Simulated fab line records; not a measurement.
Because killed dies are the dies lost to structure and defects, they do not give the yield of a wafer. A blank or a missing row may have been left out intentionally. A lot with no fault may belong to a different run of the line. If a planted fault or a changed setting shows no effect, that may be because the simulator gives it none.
fab line records	flow sky130
record: lots: 13	wafers: 39	last_day: 50
route steps=708 shown VIA1@470 PAD_OPEN@708
lots with no fault: from the same line, run without faults
start_h: hours from the record's first day to the start of the lot's first wafer shown	wait_h: hours elapsed since this lot's preceding step	" the same as in the row above	L1.1+2: one row covering several wafers at once	- no value, or no start given	* or withheld: withheld	< > ~ a bound
route shown NAME@n: a module of which the file shows steps, and the number in the route of the first	usual: mean/standard deviation taken from wafers without a fault	same: alike in all rows	chamber/n: place in a boat	sites: the reading at each site	_std_site: their standard deviation	_edge_site: the outer-site mean with the inner-site mean subtracted	radius_mm: how far each site lies from the wafer's centre	mask NAME#n: copy n	behind: the most recent tool/chamber to have shaped the wafer	hold: cause of the lot's hold/its duration in hours/its outcome	device: the n, p or np transistor that did not switch	end of line: the same wafers' tests at the end of the route	step lacking rows: just its recipe	killed: the dies lost at the first sort to structure and to defects; this is not the yield of the wafer	map: a wafer's dies, x killed, . not, _ none there
set.NAME: the run value of the setting; set.NAME@STEP: its run value at that earlier step	model.NAME: the simulator's own value behind a step, which no gauge read
a sample of lots followed through the steps of the route, with each step as a table and each wafer as a row
services: the hour from which a tool's chamber was out of use, counted from the record's first day as start_h (under 0 if before that day), plus the number of hours and why
== steps ==
step: SKY_VIA1_CD_MEAS_12
recipe: target_cd_nm: 150
usual: cd_nm: 150.1/1.7
lot.wafer	tool	chamber	start_h	wait_h	cd_nm
L787.2	cd_sem-01	-	807.38	-	152.6
L787.3	"	-	"	"	150.9
L787.6	"	-	"	"	152.0
L789.1	cd_sem-02	-	822.18	-	150.4
L789.2	"	-	"	"	150.3
L789.5	"	-	"	"	150.6
L790.2	cd_sem-01	-	829.93	-	148.6
L790.4	"	-	"	"	149.5
L790.5	"	-	"	"	148.7
L791.1	cd_sem-02	-	832.86	-	148.1
L791.2	"	-	"	"	150.9
L791.5	"	-	"	"	148.6
L794.3	cd_sem-02	-	848.95	-	147.2
L794.4	"	-	"	"	148.9
L794.6	"	-	"	"	148.3
L795.1	cd_sem-01	-	862.06	-	150.0
L795.2	"	-	"	"	148.8
L795.4	"	-	"	"	150.1
L796.1	cd_sem-02	-	865.61	-	154.5
L796.2	"	-	"	"	154.5
L796.6	"	-	"	"	152.6
L798.3	cd_sem-01	-	874.05	-	148.6
L798.4	"	-	"	"	147.5
L798.6	"	-	"	"	150.3
L799.2	cd_sem-01	-	889.23	-	150.5
L799.4	"	-	"	"	148.7
L799.6	"	-	"	"	149.8
L800.3	cd_sem-02	-	895.62	-	149.0
L800.4	"	-	"	"	150.5
L800.6	"	-	"	"	151.1
L802.2	cd_sem-01	-	901.63	-	154.4
L802.4	"	-	"	"	152.9
L802.5	"	-	"	"	154.9
L803.3	cd_sem-01	-	930.00	-	150.1
L803.4	"	-	"	"	149.5
L803.6	"	-	"	"	151.7
L810.1	cd_sem-02	-	950.98	-	148.8
L810.3	"	-	"	"	147.3
L810.6	"	-	"	"	148.8
step: SKY_VIA1_ETCH_15
recipe: target: SiO2	chemistry: C4F8/O2/Ar	target_depth_nm: 351	stop_on: TiN	mask_material: KrF-thick	source_w: 1500	bias_w: 1200	pressure_mtorr: 40	c4f8_flow_sccm: withheld	O2_flow_sccm: 6	Ar_flow_sccm: 300	time_s: 54
usual: oes_product_au: 0.979/0.0066	rf_fwd_power_W: 1486/5.1
lot.wafer	tool	chamber	start_h	wait_h	oes_product_au	rf_fwd_power_W	rf_hours_counter_h
L787.2	rie_diel-04	0	807.56	0.0	0.966	1486	33
L787.3	"	2	"	"	0.977	1488	2
L787.6	"	2	"	"	0.979	1494	-
L789.1	rie_diel-02	0	822.37	0.0	0.981	1492	19
L789.2	"	1	"	"	0.985	1486	10
L789.5	"	1	"	"	0.988	1496	-
L790.2	rie_diel-04	0	830.11	0.0	0.985	1469	34
L790.4	"	2	"	"	0.976	1494	-
L790.5	"	0	"	"	0.980	1481	-
L791.1	rie_diel-01	0	833.06	0.0	0.981	1479	13
L791.2	"	1	"	"	0.984	1494	8
L791.5	"	2	"	"	0.974	1494	-
L794.3	rie_diel-01	3	849.11	0.0	0.985	1495	20
L794.4	"	3	"	"	0.982	1493	-
L794.6	"	1	"	"	0.980	1491	-
L795.1	rie_diel-04	2	862.25	0.0	0.971	1489	3
L795.2	"	3	"	"	0.982	1482	15
L795.4	"	1	"	"	0.969	1477	5
L796.1	rie_diel-02	2	865.80	0.0	0.976	1486	3
L796.2	"	3	"	"	0.988	1491	24
L796.6	"	3	"	"	0.976	1486	-
L798.3	rie_diel-01	2	874.21	0.0	0.975	1488	20
L798.4	"	1	"	"	0.984	1483	9
L798.6	"	3	"	"	0.982	1485	-
L799.2	rie_diel-04	3	889.40	0.0	0.979	1485	15
L799.4	"	0	"	"	0.970	1485	1
L799.6	"	3	"	"	0.985	1489	-
L800.3	rie_diel-04	1	895.77	0.0	0.983	1478	6
L800.4	"	3	"	"	0.965	1492	16
L800.6	"	0	"	"	0.973	1493	-
L802.2	rie_diel-04	1	901.81	0.0	0.975	1482	6
L802.4	"	3	"	"	0.954	1239	-
L802.5	"	0	"	"	0.973	1486	-
L803.3	rie_diel-02	0	930.16	0.0	0.975	1495	22
L803.4	"	3	"	"	0.981	1485	26
L803.6	"	1	"	"	0.987	1480	-
L810.1	rie_diel-02	0	951.17	0.0	0.976	1487	22
L810.3	"	3	"	"	0.978	1484	26
L810.6	"	1	"	"	0.981	1490	-
step: SKY_VIA1_CVD_21
recipe: material: W	target_thk_nm: 270	time_s: 80.902	temp_c: 400	pressure_torr: 40
usual: heater_power_w: 846/57
lot.wafer	tool	chamber	start_h	wait_h	heater_power_w
L787.2	cvd_w-02	0	808.32	0.0	895
L787.3	"	1	"	"	850
L787.6	"	0	"	"	904
L789.1	cvd_w-01	1	823.08	0.0	923
L789.2	"	0	"	"	776
L789.5	"	0	"	"	780
L790.2	cvd_w-01	1	830.86	0.0	907
L790.4	"	0	"	"	788
L790.5	"	1	"	"	923
L791.1	cvd_w-02	1	833.78	0.0	859
L791.2	"	0	"	"	885
L791.5	"	1	"	"	833
L794.3	cvd_w-02	1	849.93	0.1	846
L794.4	"	0	"	"	891
L794.6	"	1	"	"	868
L795.1	cvd_w-01	1	862.95	0.0	919
L795.2	"	0	"	"	787
L795.4	"	1	"	"	919
L796.1	cvd_w-02	1	866.50	0.0	872
L796.2	"	0	"	"	914
L796.6	"	1	"	"	827
L798.3	cvd_w-01	1	874.95	0.1	939
L798.4	"	0	"	"	770
L798.6	"	1	"	"	927
L799.2	cvd_w-02	1	890.10	0.0	852
L799.4	"	1	"	"	847
L799.6	"	0	"	"	912
L800.3	cvd_w-01	0	896.50	0.1	777
L800.4	"	1	"	"	927
L800.6	"	0	"	"	780
L802.2	cvd_w-01	1	902.51	0.0	939
L802.4	"	0	"	"	777
L802.5	"	0	"	"	764
L803.3	cvd_w-02	0	930.89	0.1	826
L803.4	"	1	"	"	778
L803.6	"	1	"	"	769
L810.1	cvd_w-02	0	952.22	0.0	839
L810.3	"	1	"	"	791
L810.6	"	1	"	"	803
step: SKY_VIA1_THK_MEAS_23
recipe: thk_meas_gauge: xrf	reads: W_of_VIA1_CVD_21
usual: VIA1_W_THK: 268/4.7
lot.wafer	tool	chamber	start_h	wait_h	VIA1_W_THK[nm]
L787.2	film_metro-03	-	808.55	0.1	272
L787.3	"	-	"	"	264
L787.6	"	-	"	"	274
L789.1	film_metro-01	-	823.29	0.1	264
L789.2	"	-	"	"	271
L789.5	"	-	"	"	271
L790.2	film_metro-03	-	831.08	0.1	265
L790.4	"	-	"	"	266
L790.5	"	-	"	"	263
L791.1	film_metro-01	-	834.00	0.1	261
L791.2	"	-	"	"	267
L791.5	"	-	"	"	265
L794.3	film_metro-01	-	850.13	0.1	269
L794.4	"	-	"	"	275
L794.6	"	-	"	"	266
L795.1	film_metro-01	-	863.17	0.1	261
L795.2	"	-	"	"	264
L795.4	"	-	"	"	258
L796.1	film_metro-03	-	866.72	0.1	262
L796.2	"	-	"	"	267
L796.6	"	-	"	"	268
L798.3	film_metro-01	-	875.15	0.1	264
L798.4	"	-	"	"	266
L798.6	"	-	"	"	263
L799.2	film_metro-04	-	890.33	0.1	270
L799.4	"	-	"	"	270
L799.6	"	-	"	"	281
L800.3	film_metro-01	-	896.71	0.1	270
L800.4	"	-	"	"	268
L800.6	"	-	"	"	269
L802.2	film_metro-03	-	902.74	0.1	263
L802.4	"	-	"	"	264
L802.5	"	-	"	"	266
L803.3	film_metro-03	-	931.09	0.1	275
L803.4	"	-	"	"	266
L803.6	"	-	"	"	263
L810.1	film_metro-01	-	952.44	0.1	273
L810.3	"	-	"	"	270
L810.6	"	-	"	"	267
step: SKY_PAD_OPEN_PROBE_99
usual: defect_limited_yield: 82.6/1.9	killed_at_M0_to_M3: 43/7.1	killed_at_M4_up: 3.0/1.6	killed_at_contacts: 24/5.3	killed_at_front_end: 16/4.1	killed_at_other: 0.5/0.82	killed_dies: 86/9.4	killed_open: 46/6.9	killed_short: 39/6.5
same: gross_dies: 492	killed_at_back_side: 0
lot.wafer	tool	chamber	start_h	wait_h	defect_limited_yield[%]	killed_at_M0_to_M3	killed_at_M4_up	killed_at_contacts	killed_at_front_end	killed_at_other	killed_dies	killed_open	killed_short
L787.2	prober-01	-	1086.26	0.1	78.9	39	2	31	29	3	104	54	47
L787.3	prober-01	-	1086.31	0.2	81.1	36	4	30	21	2	93	59	33
L787.6	prober-01	-	1086.46	0.2	82.5	38	4	30	13	1	86	48	36
L789.1	prober-01	-	1097.55	0.1	84.8	38	1	23	12	1	75	41	34
L789.2	prober-01	-	1097.60	0.1	80.9	49	1	27	17	0	94	37	57
L789.5	prober-01	-	1097.75	0.2	84.1	34	3	24	17	0	78	45	33
L790.2	prober-01	-	1106.57	0.1	80.9	41	4	31	18	0	94	55	39
L790.4	prober-01	-	1106.67	0.2	84.8	36	2	23	14	0	75	40	35
L790.5	prober-01	-	1106.72	0.2	83.1	37	3	28	15	0	83	42	41
L791.1	prober-02	-	1108.43	0.1	80.7	41	6	26	20	2	95	54	39
L791.2	prober-02	-	1108.48	0.1	81.5	46	2	27	13	3	91	34	54
L791.5	prober-02	-	1108.63	0.2	86.4	32	3	22	9	1	67	37	29
L794.3	prober-01	-	1118.88	0.2	81.5	43	4	21	22	1	91	50	41
L794.4	prober-01	-	1118.93	0.2	82.7	42	3	27	13	0	85	53	32
L794.6	prober-01	-	1119.03	0.2	83.7	40	5	22	10	3	80	38	42
L795.1	prober-02	-	1129.94	0.1	83.5	39	7	20	15	0	81	47	34
L795.2	prober-02	-	1129.99	0.1	86.0	35	7	15	11	1	69	34	34
L795.4	prober-02	-	1130.09	0.2	81.9	42	2	25	20	0	89	45	44
L796.1	prober-01	-	1132.38	0.1	84.8	35	3	22	15	0	75	41	34
L796.2	prober-01	-	1132.43	0.1	81.1	57	2	19	15	0	93	50	43
L796.6	prober-01	-	1132.63	0.2	83.9	55	1	16	7	0	79	48	31
L798.3	prober-01	-	1139.28	0.2	82.3	44	2	25	16	0	87	47	40
L798.4	prober-01	-	1139.33	0.2	80.7	49	3	28	15	0	95	54	37
L798.6	prober-01	-	1139.43	0.2	85.6	39	2	20	10	0	71	36	35
L799.2	prober-02	-	1150.62	0.1	86.0	31	5	22	11	0	69	44	23
L799.4	prober-02	-	1150.72	0.2	83.7	43	1	22	14	0	80	37	42
L799.6	prober-02	-	1150.82	0.2	81.9	41	3	28	17	0	89	43	45
L800.3	prober-01	-	1157.30	0.2	80.1	57	1	23	17	0	98	51	47
L800.4	prober-01	-	1157.35	0.2	82.1	50	4	19	15	0	88	46	42
L800.6	prober-01	-	1157.45	0.2	79.9	44	2	40	13	0	99	53	46
L802.2	prober-02	-	1160.08	0.1	78.5	47	5	29	24	1	106	56	50
L802.4	prober-02	-	1160.18	0.2	83.3	50	1	18	12	1	82	39	39
L802.5	prober-02	-	1160.23	0.2	83.1	49	4	20	10	0	83	51	32
L803.3	prober-01	-	1180.82	0.2	82.1	44	6	24	13	1	88	47	40
L803.4	prober-01	-	1180.87	0.2	82.5	52	3	22	9	0	86	44	40
L803.6	prober-01	-	1180.97	0.2	81.9	50	1	22	16	0	89	48	41
L810.1	prober-01	-	1196.14	0.1	82.7	38	6	22	18	1	85	42	40
L810.3	prober-01	-	1196.24	0.2	85.8	40	2	14	14	0	70	42	28
L810.6	prober-01	-	1196.39	0.2	82.5	42	7	24	13	0	86	50	35
killed by level:class
L787.2 CONTACT:geometric_particle:open=11 POLY_GATE:geometric_particle:short=10 VIA1:geometric_particle:open=8 LI_CONTACT:geometric_particle:open=6 CONTACT:geometric_particle:short=6 VIA3:geometric_particle:open=6 FIELD_ISO:geometric_particle:short=5 POLY_GATE:geometric_particle:open=5
L787.3 CONTACT:geometric_particle:open=11 LI_CONTACT:geometric_particle:open=10 VIA3:geometric_particle:open=9 VIA2:geometric_particle:open=7 POLY_GATE:geometric_particle:short=5 POLY_GATE:geometric_particle:open=5 VIA1:geometric_particle:open=5 SPACER:geometric_particle:open=4
L787.6 CONTACT:geometric_particle:open=13 VIA1:geometric_particle:open=13 CONTACT:geometric_particle:short=7 LI_CONTACT:geometric_particle:open=6 VIA2:geometric_particle:open=5 METAL3:geometric_particle:short=4 VIA3:geometric_particle:open=4 FIELD_ISO:geometric_particle:open=3
L789.1 CONTACT:geometric_particle:open=13 VIA1:geometric_particle:open=10 METAL2:geometric_particle:short=6 POLY_GATE:geometric_particle:short=5 METAL3:geometric_particle:short=5 CONTACT:geometric_particle:short=4 VIA3:geometric_particle:short=4 POLY_GATE:geometric_particle:open=3
L789.2 CONTACT:geometric_particle:open=10 CONTACT:geometric_particle:short=9 METAL2:geometric_particle:short=9 METAL1:geometric_particle:short=7 FIELD_ISO:geometric_particle:short=6 VIA1:geometric_particle:open=6 VIA2:geometric_particle:short=6 POLY_GATE:geometric_particle:open=5
L789.5 CONTACT:geometric_particle:open=10 VIA1:geometric_particle:open=9 POLY_GATE:geometric_particle:open=6 LI_CONTACT:geometric_particle:open=6 VIA3:geometric_particle:open=6 CONTACT:geometric_particle:short=5 VIA1:geometric_particle:short=5 METAL2:geometric_particle:short=4
L790.2 CONTACT:geometric_particle:open=12 LI_CONTACT:geometric_particle:open=9 VIA1:geometric_particle:open=8 VIA3:geometric_particle:open=8 VIA2:geometric_particle:open=6 VIA1:geometric_particle:short=5 POLY_GATE:geometric_particle:open=4 POLY_GATE:geometric_particle:short=4
L790.4 VIA3:geometric_particle:open=8 CONTACT:geometric_particle:open=7 VIA1:geometric_particle:open=7 CONTACT:geometric_particle:short=6 FIELD_ISO:geometric_particle:open=5 LI_CONTACT:geometric_particle:open=5 METAL1:geometric_particle:short=5 LOCAL_INTERCONNECT:geometric_particle:short=4
L790.5 CONTACT:geometric_particle:short=8 VIA1:geometric_particle:open=8 CONTACT:geometric_particle:open=7 FIELD_ISO:geometric_particle:open=6 METAL1:geometric_particle:short=6 LI_CONTACT:geometric_particle:open=5 METAL2:geometric_particle:short=5 FIELD_ISO:geometric_particle:short=4
L791.1 CONTACT:geometric_particle:open=15 POLY_GATE:geometric_particle:short=10 LI_CONTACT:geometric_particle:open=7 VIA2:geometric_particle:open=7 METAL2:geometric_particle:short=6 METAL1:geometric_particle:short=6 VIA1:geometric_particle:open=6 VIA3:geometric_particle:open=6
L791.2 LOCAL_INTERCONNECT:geometric_particle:short=8 CONTACT:geometric_particle:short=8 METAL1:geometric_particle:short=7 METAL2:geometric_particle:short=6 FIELD_ISO:geometric_particle:open=5 VIA1:geometric_particle:short=5 CONTACT:geometric_particle:open=5 VIA1:geometric_particle:open=5
L791.5 CONTACT:geometric_particle:open=13 VIA2:geometric_particle:open=6 VIA1:geometric_particle:short=5 VIA1:geometric_particle:open=5 LI_CONTACT:geometric_particle:open=4 METAL2:geometric_particle:short=4 LOCAL_INTERCONNECT:geometric_particle:short=3 METAL1:geometric_particle:short=3
L794.3 VIA1:geometric_particle:open=12 VIA3:geometric_particle:open=9 CONTACT:geometric_particle:open=8 LI_CONTACT:geometric_particle:open=6 METAL1:geometric_particle:short=6 FIELD_ISO:geometric_particle:open=5 POLY_GATE:geometric_particle:short=4 SPACER:geometric_particle:short=4
L794.4 LI_CONTACT:geometric_particle:open=9 CONTACT:geometric_particle:open=9 VIA3:geometric_particle:open=9 VIA1:geometric_particle:open=7 METAL1:geometric_particle:open=5 VIA2:geometric_particle:open=5 POLY_GATE:geometric_particle:open=4 METAL1:geometric_particle:short=4
L794.6 VIA2:geometric_particle:open=7 LI_CONTACT:geometric_particle:open=6 VIA1:geometric_particle:open=6 METAL3:geometric_particle:short=6 VIA3:geometric_particle:open=6 CONTACT:geometric_particle:short=5 LOCAL_INTERCONNECT:geometric_particle:short=4 METAL1:geometric_particle:short=4
L795.1 VIA1:geometric_particle:open=14 LOCAL_INTERCONNECT:geometric_particle:short=6 FIELD_ISO:geometric_particle:open=5 CONTACT:geometric_particle:open=5 VIA3:geometric_particle:short=4 POLY_GATE:geometric_particle:open=4 LI_CONTACT:geometric_particle:open=4 CONTACT:geometric_particle:short=4
L795.2 METAL2:geometric_particle:short=8 VIA1:geometric_particle:open=7 LI_CONTACT:geometric_particle:open=6 METAL4:geometric_particle:short=6 METAL1:geometric_particle:short=5 VIA3:geometric_particle:open=5 POLY_GATE:geometric_particle:open=3 CONTACT:geometric_particle:open=3
L795.4 VIA3:geometric_particle:open=8 LI_CONTACT:geometric_particle:open=8 METAL2:geometric_particle:short=6 CONTACT:geometric_particle:open=6 VIA1:geometric_particle:open=5 FIELD_ISO:geometric_particle:short=4 POLY_GATE:geometric_particle:short=4 POLY_GATE:geometric_particle:open=4
L796.1 VIA1:geometric_particle:open=9 CONTACT:geometric_particle:open=8 VIA2:geometric_particle:open=8 LOCAL_INTERCONNECT:geometric_particle:short=5 VIA3:geometric_particle:open=5 METAL2:geometric_particle:short=5 FIELD_ISO:geometric_particle:open=4 POLY_GATE:geometric_particle:open=4
L796.2 VIA1:geometric_particle:open=14 VIA2:geometric_particle:open=12 METAL2:geometric_particle:short=10 CONTACT:geometric_particle:open=8 VIA1:geometric_particle:short=7 METAL1:geometric_particle:short=6 CONTACT:geometric_particle:short=5 FIELD_ISO:geometric_particle:open=4
L796.6 VIA1:geometric_particle:open=14 VIA2:geometric_particle:open=12 METAL2:geometric_particle:short=7 VIA1:geometric_particle:short=5 VIA3:geometric_particle:open=5 FIELD_ISO:geometric_particle:open=4 CONTACT:geometric_particle:open=4 METAL3:geometric_particle:short=4
L798.3 LOCAL_INTERCONNECT:geometric_particle:short=9 VIA1:geometric_particle:open=9 VIA2:geometric_particle:open=8 FIELD_ISO:geometric_particle:short=7 LI_CONTACT:geometric_particle:open=7 VIA1:geometric_particle:short=6 VIA3:geometric_particle:open=5 CONTACT:geometric_particle:short=4
L798.4 CONTACT:geometric_particle:open=11 VIA2:geometric_particle:open=11 LI_CONTACT:geometric_particle:open=9 VIA1:geometric_particle:open=9 FIELD_ISO:geometric_particle:short=6 VIA1:geometric_particle:short=5 METAL2:geometric_particle:short=5 CONTACT:geometric_particle:short=4
L798.6 VIA1:geometric_particle:open=7 CONTACT:geometric_particle:open=7 VIA1:geometric_particle:short=6 LI_CONTACT:geometric_particle:open=5 VIA2:geometric_particle:open=5 FIELD_ISO:geometric_particle:short=4 CONTACT:geometric_particle:short=4 METAL1:geometric_particle:short=4
L799.2 CONTACT:geometric_particle:open=13 VIA1:geometric_particle:open=11 LI_CONTACT:geometric_particle:open=5 VIA1:geometric_particle:short=5 FIELD_ISO:geometric_particle:open=4 METAL2:geometric_particle:short=4 POLY_GATE:geometric_particle:short=3 CONTACT:geometric_particle:short=2
L799.4 CONTACT:geometric_particle:open=10 METAL2:geometric_particle:short=9 VIA3:geometric_particle:open=7 VIA1:geometric_particle:open=7 LOCAL_INTERCONNECT:geometric_particle:short=6 VIA1:geometric_particle:short=5 VIA3:geometric_particle:short=5 FIELD_ISO:geometric_particle:open=4
L799.6 VIA1:geometric_particle:open=11 CONTACT:geometric_particle:open=7 FIELD_ISO:geometric_particle:open=6 LI_CONTACT:geometric_particle:open=6 CONTACT:geometric_particle:short=6 METAL1:geometric_particle:short=6 METAL2:geometric_particle:short=6 LI_CONTACT:geometric_particle:short=5
L800.3 VIA1:geometric_particle:open=14 CONTACT:geometric_particle:open=11 VIA1:geometric_particle:short=8 VIA2:geometric_particle:open=8 METAL1:geometric_particle:short=7 FIELD_ISO:geometric_particle:short=5 METAL3:geometric_particle:short=5 LI_CONTACT:geometric_particle:open=4
L800.4 VIA1:geometric_particle:open=11 LI_CONTACT:geometric_particle:open=8 VIA3:geometric_particle:open=8 METAL1:geometric_particle:short=7 METAL3:geometric_particle:short=6 VIA2:geometric_particle:short=4 LOCAL_INTERCONNECT:geometric_particle:short=4 CONTACT:geometric_particle:open=4
L800.6 LI_CONTACT:geometric_particle:open=14 VIA1:geometric_particle:open=11 CONTACT:geometric_particle:open=10 VIA1:geometric_particle:short=8 LI_CONTACT:geometric_particle:short=7 FIELD_ISO:geometric_particle:short=6 VIA2:geometric_particle:open=5 CONTACT:geometric_particle:short=5
L802.2 VIA1:geometric_particle:open=12 VIA3:geometric_particle:open=10 FIELD_ISO:geometric_particle:open=9 FIELD_ISO:geometric_particle:short=8 LI_CONTACT:geometric_particle:open=8 CONTACT:geometric_particle:short=8 CONTACT:geometric_particle:open=7 METAL2:geometric_particle:short=7
L802.4 VIA1:geometric_particle:open=8 METAL1:geometric_particle:short=8 METAL2:geometric_particle:short=7 VIA2:geometric_particle:open=6 LI_CONTACT:geometric_particle:open=5 CONTACT:geometric_particle:open=5 VIA1:geometric_particle:short=4 VIA3:geometric_particle:short=4
L802.5 VIA1:geometric_particle:open=12 VIA2:geometric_particle:open=10 LI_CONTACT:geometric_particle:open=7 METAL2:geometric_particle:short=6 CONTACT:geometric_particle:open=6 VIA3:geometric_particle:open=6 METAL1:geometric_particle:short=5 FIELD_ISO:geometric_particle:open=4
L803.3 CONTACT:geometric_particle:open=11 VIA1:geometric_particle:open=10 LI_CONTACT:geometric_particle:open=7 METAL2:geometric_particle:short=6 POLY_GATE:geometric_particle:short=5 VIA3:geometric_particle:open=5 FIELD_ISO:geometric_particle:short=4 METAL1:geometric_particle:short=4
L803.4 VIA1:geometric_particle:open=11 LI_CONTACT:geometric_particle:open=7 VIA2:geometric_particle:short=7 VIA2:geometric_particle:open=7 METAL1:geometric_particle:short=6 METAL2:geometric_particle:short=6 CONTACT:geometric_particle:open=5 LOCAL_INTERCONNECT:geometric_particle:short=3
L803.6 VIA1:geometric_particle:open=11 VIA3:geometric_particle:open=9 METAL1:geometric_particle:short=8 CONTACT:geometric_particle:open=7 FIELD_ISO:geometric_particle:short=6 LI_CONTACT:geometric_particle:open=6 CONTACT:geometric_particle:short=4 VIA1:geometric_particle:short=4
L810.1 VIA1:geometric_particle:open=15 VIA3:geometric_particle:open=9 METAL4:geometric_particle:short=6 LOCAL_INTERCONNECT:geometric_particle:short=5 FIELD_ISO:geometric_particle:short=4 FIELD_ISO:geometric_particle:open=4 POLY_GATE:geometric_particle:open=4 LI_CONTACT:geometric_particle:open=4
L810.3 VIA1:geometric_particle:open=11 CONTACT:geometric_particle:open=8 METAL2:geometric_particle:short=7 FIELD_ISO:geometric_particle:open=6 VIA3:geometric_particle:open=6 METAL1:geometric_particle:short=6 LI_CONTACT:geometric_particle:open=5 FIELD_ISO:geometric_particle:short=4
L810.6 VIA1:geometric_particle:open=12 CONTACT:geometric_particle:open=9 LI_CONTACT:geometric_particle:open=7 VIA3:geometric_particle:open=7 FIELD_ISO:geometric_particle:open=6 VIA1:geometric_particle:short=6 METAL4:geometric_particle:short=6 VIA2:geometric_particle:open=5
== services ==
tool	chamber	start_h	hours	kind
rie_diel-01	-	786.38	28.1	pm
rie_diel-04	3	799.81	31.0	repair
rie_diel-02	2	814.31	4.6	repair
rie_diel-01	-	825.17	0.8	repair
rie_diel-04	0	830.83	-	clean
rie_diel-01	2	840.85	27.7	repair
rie_diel-04	1	869.82	3.1	repair
cvd_w-02	-	900.54	6.9	pm
rie_diel-01	3	900.85	12.0	repair
rie_diel-04	2	900.98	2.7	repair
rie_diel-04	0	906.76	2.5	repair
cvd_w-02	-	907.44	14.0	pm
cvd_w-02	0	907.44	14.0	vent_cycle
cvd_w-02	1	907.44	14.0	vent_cycle
rie_diel-01	2	908.11	19.0	repair
rie_diel-02	0	914.39	2.4	repair
rie_diel-04	3	917.56	2.6	repair
cvd_w-02	0	921.44	-	clean
cvd_w-02	1	921.44	-	clean
rie_diel-02	0	923.29	4.3	repair
rie_diel-01	1	923.72	35.9	repair
rie_diel-02	2	924.87	5.0	repair
rie_diel-01	3	929.30	3.8	repair
cvd_w-01	-	939.65	28.1	pm
== key ==
first_sign: step: SKY_VIA1_ETCH_15	reading: rf_fwd_power_W	direction: down	sigmas: 49	usual: 1486	struck: 1239
effect: step: SKY_VIA1_ETCH_15	reading: oes_product_au	direction: down	sigmas: 3.7	usual: 0.979	struck: 0.954
met_at SKY_VIA1_ETCH_15
struck_lots L802
struck_wafers L802.4
not_acting_at SKY_VIA1_CD_MEAS_12,SKY_VIA1_CVD_21,SKY_VIA1_THK_MEAS_23
onset_between 895.77 901.81
fault: kind: process_parameter_drift	tool: rie_diel-04	chamber: 3	onset_h: 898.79	steps: SKY_VIA1_ETCH_15	channel: source_w	offset: -240	shape: step	end_h: 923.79	acts_in: these_recipes_only	stated: 1500
